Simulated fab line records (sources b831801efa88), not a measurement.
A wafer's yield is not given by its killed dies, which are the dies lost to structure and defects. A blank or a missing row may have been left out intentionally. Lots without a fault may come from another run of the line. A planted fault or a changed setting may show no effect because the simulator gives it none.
Chamber matching :: flow gf180mcu :: pecvd-01 running GF_MIM_CVD_05: 3 sister chambers
The step deposits Si3N4, target thk 42 nm, time 29.086 s. 14 wafers are shown with their chamber, then 7 later ones without.

## WAFERS WITH THEIR CHAMBER
wafer: L557.1
chamber: 0
heaterPowerW (W): 600

wafer: L557.2
chamber: 2
heaterPowerW (W): 673

wafer: L557.3
chamber: 1
heaterPowerW (W): 608

wafer: L565.1
chamber: 2
heaterPowerW (W): 710

wafer: L565.3
chamber: 0
heaterPowerW (W): 575

wafer: L565.5
chamber: 0
heaterPowerW (W): 580

wafer: L571.3
chamber: 1
heaterPowerW (W): 576

wafer: L571.5
chamber: 0
heaterPowerW (W): 617

wafer: L571.6
chamber: 1
heaterPowerW (W): 568

wafer: L573.1
chamber: 2
heaterPowerW (W): 738

wafer: L573.4
chamber: 1
heaterPowerW (W): 543

wafer: L573.5
chamber: 2
heaterPowerW (W): 710

wafer: L574.1
chamber: 1
heaterPowerW (W): 640

wafer: L574.2
chamber: 2
heaterPowerW (W): 686

SIGNATURES (means of the wafers above)
reading: heaterPowerW
chamber 0: 593.00
chamber 1: 587.00
chamber 2: 703.40
scatter within a chamber: 29.1
Rule: for a wafer and a chamber, the distance is found by dividing, reading by reading, the gap between the wafer's reading and the chamber's mean by the reading's scatter, squaring, summing and taking the root. The wafer belongs to the nearest chamber; if the next one is less than 2 further off, it can't be placed. The scatter: the root of (the sum of the squares of (reading less its chamber's mean) over the shown wafers, divided by (wafers less chambers)).

## WAFERS WHOSE CHAMBER IS MISSING
wafer: L574.6
heaterPowerW (W): 543

wafer: L576.1
heaterPowerW (W): 601

wafer: L576.4
heaterPowerW (W): 634

wafer: L576.5
heaterPowerW (W): 571

wafer: L577.1
heaterPowerW (W): 681

wafer: L577.3
heaterPowerW (W): 606

wafer: L577.5
heaterPowerW (W): 600

## THE CHAMBER EACH PASSED THROUGH
wafer: L574.6
from the rows above: can't be placed: 1 or 0
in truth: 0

wafer: L576.1
from the rows above: can't be placed: 0 or 1
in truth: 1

wafer: L576.4
from the rows above: can't be placed: 0 or 1 or 2
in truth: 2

wafer: L576.5
from the rows above: can't be placed: 1 or 0
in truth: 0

wafer: L577.1
from the rows above: 2
in truth: 2

wafer: L577.3
from the rows above: can't be placed: 0 or 1
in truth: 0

wafer: L577.5
from the rows above: can't be placed: 0 or 1
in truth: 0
Placed correctly: 1 of 7. From these rows, 6 cannot be placed; in 6 the true chamber is one of the candidates. Placed wrongly: 0.
